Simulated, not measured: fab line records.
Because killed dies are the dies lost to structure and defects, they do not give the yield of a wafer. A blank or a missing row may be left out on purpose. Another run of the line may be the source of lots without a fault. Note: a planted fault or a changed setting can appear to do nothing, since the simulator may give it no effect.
Matching of chambers / flow sfq line / 3 sister chambers for SFQ_TRILAYER_I7_DEP_PECVD_183 on pecvd-04
The step deposits SiO2 from SiH4/N2O, time 111.11 s, target thk 500 nm. 14 wafers are shown with their chamber, then 7 later ones without.

WAFERS WITH THEIR CHAMBER
wafer=L665.2; chamber=1; heater power w (W)=110; throttle valve pct (%)=24.0
wafer=L665.3; chamber=2; heater power w (W)=79; throttle valve pct (%)=24.2
wafer=L665.4; chamber=0; heater power w (W)=86; throttle valve pct (%)=24.6
wafer=L668.3; chamber=0; heater power w (W)=75; throttle valve pct (%)=24.6
wafer=L668.4; chamber=2; heater power w (W)=75; throttle valve pct (%)=24.2
wafer=L668.6; chamber=1; heater power w (W)=110; throttle valve pct (%)=24.1
wafer=L673.1; chamber=0; heater power w (W)=81; throttle valve pct (%)=24.8
wafer=L673.2; chamber=2; heater power w (W)=79; throttle valve pct (%)=24.3
wafer=L673.4; chamber=1; heater power w (W)=116; throttle valve pct (%)=24.3
wafer=L678.2; chamber=1; heater power w (W)=99; throttle valve pct (%)=24.2
wafer=L678.4; chamber=1; heater power w (W)=107; throttle valve pct (%)=23.9
wafer=L678.6; chamber=0; heater power w (W)=85; throttle valve pct (%)=24.8
wafer=L681.1; chamber=2; heater power w (W)=68; throttle valve pct (%)=24.4
wafer=L681.4; chamber=1; heater power w (W)=109; throttle valve pct (%)=24.3

SIGNATURES (means of the wafers above)
reading=heater power w; chamber 0=81.75; chamber 1=108.50; chamber 2=75.25; scatter within a chamber=5.3
reading=throttle valve pct; chamber 0=24.700; chamber 1=24.133; chamber 2=24.275; scatter within a chamber=0.135
Rule: distance of a wafer from a chamber = root of the sum over the readings of ((wafer's reading minus chamber's mean) / reading's scatter) squared. If the next closest chamber is less than 2 further off than the closest, the wafer can't be placed; otherwise it belongs to the closest. The scatter: take each reading less its chamber's mean, square it, sum over the shown wafers, divide by the number of wafers less the number of chambers, and take the root.

WAFERS WITH NO CHAMBER GIVEN
wafer=L681.6; heater power w (W)=81; throttle valve pct (%)=24.7
wafer=L682.2; heater power w (W)=73; throttle valve pct (%)=24.6
wafer=L682.3; heater power w (W)=74; throttle valve pct (%)=24.9
wafer=L682.5; heater power w (W)=80; throttle valve pct (%)=24.9
wafer=L686.1; heater power w (W)=84; throttle valve pct (%)=25.0
wafer=L686.3; heater power w (W)=75; throttle valve pct (%)=24.4
wafer=L686.5; heater power w (W)=85; throttle valve pct (%)=24.6

CHAMBER TAKEN BY EACH
wafer=L681.6; from the rows above=0; in truth=0
wafer=L682.2; from the rows above=can't be placed: 0 or 2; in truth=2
wafer=L682.3; from the rows above=0; in truth=0
wafer=L682.5; from the rows above=0; in truth=0
wafer=L686.1; from the rows above=0; in truth=0
wafer=L686.3; from the rows above=can't be placed: 2 or 0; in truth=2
wafer=L686.5; from the rows above=0; in truth=0
Placed correctly: 5 of 7. Can't be placed from these rows: 2 (the true chamber is among the candidates in 2). Number placed wrongly: 0.
